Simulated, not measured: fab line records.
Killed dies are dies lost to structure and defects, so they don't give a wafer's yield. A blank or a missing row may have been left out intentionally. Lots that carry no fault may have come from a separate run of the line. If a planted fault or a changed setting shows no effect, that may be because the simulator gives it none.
fab line records	flow sky130
record lots=7	wafers=21	last_day=50
route steps=708 shown PASSIVATION@689 PAD_OPEN@694
lots that met no fault: from a run of the same line without faults
start_h: the number of hours between the record's first day and the start of the first shown wafer of the lot	wait_h: hours elapsed since this lot's preceding step	" the same as in the row above	L1.1+2: a row that stands for several wafers	- no value present, or no start provided	* or withheld: withheld	< > ~ a bound
route shown NAME@n: names a module that has steps shown in the file, with the first one's number in the route	usual: mean/standard deviation of fault-free wafers	same: alike in all rows	chamber/n: place in a boat	sites: per-site readings	_std_site: the standard deviation of these	_edge_site: outer sites' mean less inner sites'	radius_mm: for every site, how far away it sits from the centre of the wafer	mask NAME#n: copy n	behind: the most recent tool/chamber to have shaped the wafer	hold: why the lot went on hold/how many hours it stayed there/how the hold came to an end	device: transistor that didn't switch, given as n, p or np	end of line: tests run on the same wafers once the route is complete	step lacking rows: just its recipe	killed: at the first sort, the dies lost to defects and structure; wafer yield is something else	map: a wafer's dies, marking killed ones x, the rest . and places with no die _
set.NAME: the setting that was run; set.NAME@STEP: the one run at that earlier step	model.NAME: the simulator's own value behind a step, which no gauge read
certain route steps with their lots: each step a table, each wafer a row
services: a tool's chamber out of use, with start hour (start_h, from the record's first day; less than 0 if before it), hours out, and reason
## steps
# step SKY_PASSIVATION_EXPOSE_08
# recipe mask_id=NSM	target_cd_nm=3000	na=0.57	dose_mj=260
# step SKY_PASSIVATION_PEB_09
# recipe temp_c=115	time_s=withheld
# step SKY_PASSIVATION_DEVELOP_10
# recipe develop_time_s=60	dev_temp_c=23
# step SKY_PASSIVATION_ETCH_11
# recipe chemistry=CF4/O2	target_depth_nm=725	stop_on=AlCu	source_w=800	bias_w=150	pressure_mtorr=150	cf4_flow_sccm=80	O2_flow_sccm=10	time_s=161.1
# usual drypump_motor_current_A=5.8/0.47	oes_product_au=0.978/0.0065	rf_fwd_power_W=796.6/2.5	throttle_valve_pct=5.964/0.0094
lot.wafer	tool	chamber	start_h	wait_h	drypump_motor_current_A	oes_product_au	rf_fwd_power_W	rf_hours_counter_h	throttle_valve_pct
L138.2	rie_diel-03	2	1034.74	-	6.6	0.966	798.4	17	5.961
L138.3	"	3	"	"	5.4	0.968	793.6	15	5.955
L138.5	"	3	"	"	5.4	0.972	792.1	-	5.963
L147.1	rie_diel-02	1	1106.18	-	5.6	0.978	795.2	16	5.984
L147.2	"	2	"	"	6.3	0.986	795.5	19	5.975
L147.5	"	2	"	"	6.3	0.984	796.7	-	5.948
L148.1	rie_diel-01	2	1116.79	-	5.0	0.976	794.3	31	5.967
L148.5	"	3	"	"	6.0	0.978	797.7	-	5.959
L148.6	"	2	"	"	5.0	0.987	797.9	-	5.954
L150.2	rie_diel-03	0	1119.76	-	5.6	0.980	796.5	12	5.955
L150.3	"	3	"	"	5.4	0.975	795.1	18	5.950
L150.5	"	3	"	"	5.4	0.979	797.6	-	5.966
L151.1	rie_diel-02	2	1124.08	-	6.3	0.978	798.8	20	5.974
L151.3	"	1	"	"	5.6	0.969	795.3	17	5.971
L151.4	"	3	"	"	5.6	0.976	793.2	15	5.962
L152.2	rie_diel-01	1	1131.61	-	6.0	0.975	798.4	19	5.962
L152.4	"	3	"	"	6.0	0.982	794.9	-	5.979
L152.6	"	0	"	"	4.8	0.979	795.8	-	5.965
L161.1	rie_diel-03	1	1178.69	-	6.0	0.978	794.1	24	5.957
L161.4	"	3	"	"	5.4	0.973	802.7	20	5.955
L161.5	"	1	"	"	6.0	0.987	796.8	-	5.976
# step SKY_PASSIVATION_STRIP_12
# recipe chemistry=O2/N2	power_w=1400	pressure_mtorr=1500	platen_temp_c=withheld	overash_fraction=0.7	o2_flow_sccm=3000	n2_flow_sccm=300
# usual drypump_motor_current_A=5.3/0.34	oes_product_au=0.660/0.0046	strip_time_to_endpoint_s=31.50/0.14
lot.wafer	tool	chamber	start_h	wait_h	drypump_motor_current_A	oes_product_au	rf_hours_counter_h	strip_time_to_endpoint_s
L138.2	plasma_asher-02	0	1034.84	0.1	5.0	0.656	92	31.58
L138.3	"	1	"	"	5.6	0.663	-	31.59
L138.5	"	1	"	"	5.6	0.653	-	31.71
L147.1	plasma_asher-03	0	1106.28	0.1	5.5	0.662	4	31.38
L147.2	"	1	"	"	5.7	0.659	4	31.32
L147.5	"	0	"	"	5.5	0.665	-	31.29
L148.1	plasma_asher-02	1	1116.89	0.1	5.6	0.664	100	31.33
L148.5	"	1	"	"	5.6	0.654	-	31.39
L148.6	"	0	"	"	5.0	0.659	-	31.35
L150.2	plasma_asher-03	0	1119.87	0.1	5.5	0.655	5	31.35
L150.3	"	0	"	"	5.5	0.651	-	31.49
L150.5	"	0	"	"	5.5	0.662	-	31.31
L151.1	plasma_asher-01	1	1124.18	0.1	5.3	0.654	69	31.55
L151.3	"	1	"	"	5.3	0.663	-	31.85
L151.4	"	0	"	"	4.8	0.658	-	31.55
L152.2	plasma_asher-01	1	1131.72	0.1	5.3	0.657	70	31.64
L152.4	"	0	"	"	4.8	0.664	-	31.58
L152.6	"	0	"	"	4.8	0.661	-	31.56
L161.1	plasma_asher-02	1	1178.79	0.1	5.6	0.659	106	31.45
L161.4	"	0	"	"	5.0	0.661	-	31.40
L161.5	"	0	"	"	5.0	0.653	-	31.38
# step SKY_PAD_OPEN_DEHYDRATE_00
# recipe temp_c=200	time_s=60
# step SKY_PAD_OPEN_HMDS_01
# recipe prime_time_s=60	prime_temp_c=120
# step SKY_PAD_OPEN_COAT_02
# recipe spin_rpm=2000	resist_thk_nm=3000
# step SKY_PAD_OPEN_SOFTBAKE_03
# recipe temp_c=110	time_s=withheld
# step SKY_PAD_OPEN_EXPOSE_04
# recipe mask_id=PDM	target_cd_nm=60000	na=0.57	dose_mj=260
# step SKY_PAD_OPEN_PEB_05
# recipe temp_c=115	time_s=withheld
# step SKY_PAD_OPEN_DEVELOP_06
# recipe develop_time_s=60	dev_temp_c=23
# step SKY_PAD_OPEN_ETCH_07
# recipe chemistry=CF4/O2	target_depth_nm=725	stop_on=AlCu	source_w=800	bias_w=150	pressure_mtorr=150	cf4_flow_sccm=80	O2_flow_sccm=10	time_s=161.1
# usual drypump_motor_current_A=5.6/0.54	oes_product_au=0.978/0.0065	rf_fwd_power_W=796.8/2.6	throttle_valve_pct=5.963/0.009
lot.wafer	tool	chamber	start_h	wait_h	drypump_motor_current_A	oes_product_au	rf_fwd_power_W	rf_hours_counter_h	throttle_valve_pct
L138.2	rie_diel-04	0	1056.04	-	5.0	0.973	799.5	7	5.973
L138.3	"	1	"	"	6.0	0.973	793.3	29	5.951
L138.5	"	0	"	"	5.0	0.982	796.7	-	5.969
L147.1	rie_diel-01	1	1125.79	-	6.0	0.973	795.9	18	5.974
L147.2	"	0	"	"	4.8	0.993	795.6	29	5.969
L147.5	"	3	"	"	6.0	0.975	793.8	-	5.979
L148.1	rie_diel-04	0	1136.24	-	5.0	0.979	798.4	10	5.962
L148.5	"	1	"	"	6.0	0.988	794.6	-	5.960
L148.6	"	0	"	"	5.0	0.986	796.7	-	5.962
L150.2	rie_diel-01	0	1138.33	-	4.8	0.976	924.7	30	5.954
L150.3	"	1	"	"	6.0	0.981	923.2	19	5.945
L150.5	"	0	"	"	4.8	0.981	927.2	-	5.971
L151.1	rie_diel-01	3	1142.78	-	6.0	0.984	925.6	11	5.951
L151.3	"	1	"	"	6.0	0.976	925.5	19	5.953
L151.4	"	0	"	"	4.8	0.976	925.9	-	5.968
L152.2	rie_diel-01	2	1149.49	-	5.0	0.970	925.1	0	5.963
L152.4	"	1	"	"	6.1	0.982	925.8	-	5.977
L152.6	"	2	"	"	5.0	0.987	927.8	-	5.963
L161.1	rie_diel-03	3	1194.49	-	5.4	0.980	793.7	21	5.959
L161.4	"	1	"	"	6.0	0.983	794.3	25	5.962
L161.5	"	1	"	"	6.0	0.993	798.2	-	5.973
# step SKY_PAD_OPEN_STRIP_08
# recipe chemistry=O2/N2	power_w=1400	pressure_mtorr=1500	platen_temp_c=withheld	overash_fraction=0.7	o2_flow_sccm=3000	n2_flow_sccm=300
# usual drypump_motor_current_A=5.6/0.45	oes_product_au=0.663/0.0044
lot.wafer	tool	chamber	start_h	wait_h	drypump_motor_current_A	oes_product_au	rf_hours_counter_h
L138.2	plasma_asher-01	0	1056.14	0.1	4.8	0.663	62
L138.3	"	1	"	"	5.3	0.658	-
L138.5	"	1	"	"	5.3	0.661	-
L147.1	plasma_asher-04	1	1125.89	0.1	6.0	0.665	36
L147.2	"	0	"	"	6.1	0.667	36
L147.5	"	0	"	"	6.1	0.658	-
L148.1	plasma_asher-01	0	1136.34	0.1	4.8	0.658	70
L148.5	"	0	"	"	4.8	0.668	-
L148.6	"	1	"	"	5.3	0.656	-
L150.2	plasma_asher-04	1	1138.43	0.1	6.0	0.664	38
L150.3	"	1	"	"	6.0	0.665	-
L150.5	"	0	"	"	6.1	0.662	-
L151.1	plasma_asher-03	1	1142.88	0.1	5.8	0.668	7
L151.3	"	0	"	"	5.5	0.660	-
L151.4	"	1	"	"	5.8	0.666	-
L152.2	plasma_asher-04	1	1149.59	0.1	6.0	0.667	39
L152.4	"	1	"	"	6.0	0.667	-
L152.6	"	0	"	"	6.1	0.662	-
L161.1	plasma_asher-04	0	1194.59	0.1	6.1	0.660	43
L161.4	"	0	"	"	6.1	0.668	-
L161.5	"	0	"	"	6.1	0.657	-
# step SKY_PAD_OPEN_PROBE_99
# usual defect_limited_yield=82.4/2.1	killed_at_M0_to_M3=44/7	killed_at_M4_up=3.0/1.9	killed_at_contacts=24/5.4	killed_at_front_end=15/4.6	killed_at_other=0.3/0.5	killed_dies=87/10	killed_open=47/7	killed_short=40/6.2	sort_bin_3_pad_short=0.9/0.5	sort_bin_5_function=10.4/1.4	sort_bin_6_memory=6.3/1.2	sort_n_pass=405/10	sort_yield_pct=82.4/2.1
# same gross_dies=492	killed_at_back_side=0	sort_bin_4_leakage[%]=0	sort_bin_8_speed[%]=0
lot.wafer	tool	chamber	start_h	wait_h	defect_limited_yield[%]	killed_at_M0_to_M3	killed_at_M4_up	killed_at_contacts	killed_at_front_end	killed_at_other	killed_dies	killed_open	killed_short	sort_bin_3_pad_short[%]	sort_bin_5_function[%]	sort_bin_6_memory[%]	sort_n_pass	sort_yield_pct[%]
L138.2	prober-02	-	1058.44	0.1	77.2	53	5	28	24	2	112	65	47	1.4	12.2	9.1	380	77.2
L138.3	prober-02	-	1058.49	0.2	81.5	48	3	21	19	0	91	51	40	1.6	10.8	6.1	401	81.5
L138.5	prober-02	-	1058.59	0.2	82.9	47	0	27	10	0	84	48	36	0.2	11.8	5.1	408	82.9
L148.1	prober-01	-	1138.62	0.1	82.1	41	4	30	13	0	88	45	43	1.6	8.1	8.1	404	82.1
L148.5	prober-01	-	1138.82	0.2	81.3	46	3	30	13	0	92	51	41	0.8	11.6	6.3	400	81.3
L148.6	prober-01	-	1138.87	0.2	81.5	50	2	29	9	1	91	50	41	1.2	11.6	5.7	401	81.5
L150.2	prober-02	-	1140.70	0.1	82.9	37	3	25	19	0	84	47	37	0.8	9.8	6.5	408	82.9
L150.3	prober-02	-	1140.75	0.2	78.9	48	4	26	26	0	104	62	42	1.4	13.0	6.7	388	78.9
L150.5	prober-02	-	1140.85	0.2	79.7	48	4	19	29	0	100	50	50	1.2	12.8	6.3	392	79.7
L151.1	prober-01	-	1145.10	0.1	83.9	42	3	24	9	1	79	45	34	1.2	10.2	4.7	413	83.9
L151.3	prober-01	-	1145.20	0.2	79.7	45	8	37	10	0	100	57	43	1.4	12.0	6.9	392	79.7
L151.4	prober-01	-	1145.25	0.2	76.0	56	2	44	16	0	118	75	43	1.0	14.0	8.9	374	76.0
L152.2	prober-02	-	1151.86	0.1	83.5	50	1	14	16	0	81	39	42	1.8	8.9	5.7	411	83.5
L152.4	prober-02	-	1151.96	0.2	78.3	59	6	16	26	0	107	55	52	1.2	11.8	8.7	385	78.3
L152.6	prober-02	-	1152.06	0.2	82.3	33	5	28	21	0	87	49	38	1.4	10.2	6.1	405	82.3
# killed by level:class
L138.2 LI_CONTACT:geometric_particle:open=13 VIA2:geometric_particle:open=10 CONTACT:geometric_particle:open=9 VIA1:geometric_particle:open=8 POLY_GATE:geometric_particle:short=7 METAL3:geometric_particle:short=7 POLY_GATE:geometric_particle:open=6 VIA3:geometric_particle:open=6
L138.3 VIA1:geometric_particle:open=13 CONTACT:geometric_particle:open=8 FIELD_ISO:geometric_particle:short=6 POLY_GATE:geometric_particle:open=6 LI_CONTACT:geometric_particle:open=6 VIA3:geometric_particle:open=6 METAL1:geometric_particle:short=6 VIA2:geometric_particle:open=6
L138.5 VIA1:geometric_particle:open=10 CONTACT:geometric_particle:short=9 VIA3:geometric_particle:open=9 CONTACT:geometric_particle:open=8 LI_CONTACT:geometric_particle:open=7 VIA1:geometric_particle:short=6 METAL2:geometric_particle:short=6 VIA2:geometric_particle:open=5
L148.1 CONTACT:geometric_particle:open=12 VIA1:geometric_particle:open=7 CONTACT:geometric_particle:short=6 VIA3:geometric_particle:open=6 POLY_GATE:geometric_particle:open=5 LI_CONTACT:geometric_particle:open=5 METAL1:geometric_particle:short=5 VIA2:geometric_particle:short=5
L148.5 VIA1:geometric_particle:open=11 CONTACT:geometric_particle:open=9 METAL1:geometric_particle:short=9 POLY_GATE:geometric_particle:open=7 LI_CONTACT:geometric_particle:open=7 LOCAL_INTERCONNECT:geometric_particle:short=5 CONTACT:geometric_particle:short=5 VIA1:geometric_particle:short=4
L148.6 CONTACT:geometric_particle:open=12 VIA3:geometric_particle:open=9 VIA1:geometric_particle:open=8 LI_CONTACT:geometric_particle:open=7 METAL1:geometric_particle:short=7 CONTACT:geometric_particle:short=6 VIA1:geometric_particle:short=6 VIA2:geometric_particle:open=6
L150.2 CONTACT:geometric_particle:open=9 VIA1:geometric_particle:open=8 CONTACT:geometric_particle:short=6 VIA2:geometric_particle:open=6 VIA3:geometric_particle:open=5 FIELD_ISO:geometric_particle:short=4 POLY_GATE:geometric_particle:short=4 SPACER:geometric_particle:open=4
L150.3 VIA1:geometric_particle:open=12 VIA2:geometric_particle:open=9 LI_CONTACT:geometric_particle:open=8 CONTACT:geometric_particle:open=8 POLY_GATE:geometric_particle:open=6 POLY_GATE:geometric_particle:short=6 FIELD_ISO:geometric_particle:open=5 CONTACT:geometric_particle:short=5
L150.5 VIA1:geometric_particle:open=10 CONTACT:geometric_particle:open=8 FIELD_ISO:geometric_particle:short=7 VIA3:geometric_particle:open=7 POLY_GATE:geometric_particle:open=6 VIA1:geometric_particle:short=6 VIA2:geometric_particle:short=6 FIELD_ISO:geometric_particle:open=5
L151.1 CONTACT:geometric_particle:open=12 VIA3:geometric_particle:open=8 VIA1:geometric_particle:open=7 VIA2:geometric_particle:open=6 LOCAL_INTERCONNECT:geometric_particle:short=5 METAL1:geometric_particle:short=5 METAL1:geometric_particle:open=4 METAL2:geometric_particle:short=4
L151.3 CONTACT:geometric_particle:open=16 CONTACT:geometric_particle:short=9 VIA1:geometric_particle:open=8 LI_CONTACT:geometric_particle:open=8 METAL1:geometric_particle:short=8 METAL4:geometric_particle:short=6 VIA3:geometric_particle:open=6 VIA3:geometric_particle:short=5
L151.4 VIA1:geometric_particle:open=20 CONTACT:geometric_particle:open=15 CONTACT:geometric_particle:short=12 LI_CONTACT:geometric_particle:open=11 FIELD_ISO:geometric_particle:open=7 VIA2:geometric_particle:open=7 VIA3:geometric_particle:open=7 METAL1:geometric_particle:short=6
L152.2 VIA1:geometric_particle:open=9 METAL1:geometric_particle:short=8 FIELD_ISO:geometric_particle:short=7 VIA3:geometric_particle:open=7 LI_CONTACT:geometric_particle:open=6 VIA1:geometric_particle:short=6 VIA2:geometric_particle:open=6 POLY_GATE:geometric_particle:short=4
L152.4 POLY_GATE:geometric_particle:open=15 VIA1:geometric_particle:open=15 METAL1:geometric_particle:short=10 VIA3:geometric_particle:short=7 METAL2:geometric_particle:short=7 VIA3:geometric_particle:open=6 POLY_GATE:geometric_particle:short=5 LI_CONTACT:geometric_particle:open=5
L152.6 VIA1:geometric_particle:open=12 CONTACT:geometric_particle:open=8 LI_CONTACT:geometric_particle:open=7 LOCAL_INTERCONNECT:geometric_particle:short=7 FIELD_ISO:geometric_particle:short=6 POLY_GATE:geometric_particle:open=6 VIA1:geometric_particle:short=5 FIELD_ISO:geometric_particle:open=4
## services
tool	chamber	start_h	hours	kind
rie_diel-01	0	1021.13	15.6	repair
rie_diel-03	0	1022.02	4.3	repair
rie_diel-03	1	1023.64	2.3	repair
rie_diel-02	3	1026.49	9.6	repair
rie_diel-04	-	1031.97	2.2	repair
rie_diel-04	0	1051.29	3.5	repair
rie_diel-01	-	1052.00	0.5	repair
plasma_asher-03	-	1055.28	9.0	pm
rie_diel-01	-	1055.82	2.8	pm
rie_diel-04	-	1092.13	2.5	repair
plasma_asher-04	-	1107.47	4.0	pm
rie_diel-01	2	1117.61	-	clean
rie_diel-01	2	1117.61	27.3	scheduled_down
rie_diel-01	2	1117.61	27.3	vent_cycle
rie_diel-02	-	1118.87	4.3	pm
rie_diel-03	0	1134.61	8.0	repair
rie_diel-04	0	1139.34	1.7	repair
rie_diel-02	2	1140.45	5.7	repair
rie_diel-03	2	1142.86	2.7	repair
rie_diel-01	0	1144.91	-	clean
rie_diel-01	0	1144.91	-	consumable_replace:focus_ring
plasma_asher-01	-	1152.91	3.0	repair
plasma_asher-02	-	1160.49	4.2	repair
rie_diel-03	2	1173.19	2.5	repair
## key
first_sign step=SKY_PAD_OPEN_ETCH_07	reading=rf_fwd_power_W	direction=up	sigmas=50	usual=796.8	struck=925.6
effect none on later readings
met_at SKY_PAD_OPEN_ETCH_07
struck_wafers L150.2,L150.3,L150.5,L151.1,L151.3,L151.4,L152.2,L152.4,L152.6
onset_between 1125.79 1138.33
fault kind=process_parameter_drift	tool=rie_diel-01	chamber=-	onset_h=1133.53	steps=SKY_PAD_OPEN_ETCH_07	channel=source_w	offset=128	shape=step	end_h=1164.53	acts_in=these_recipes_only	stated=800
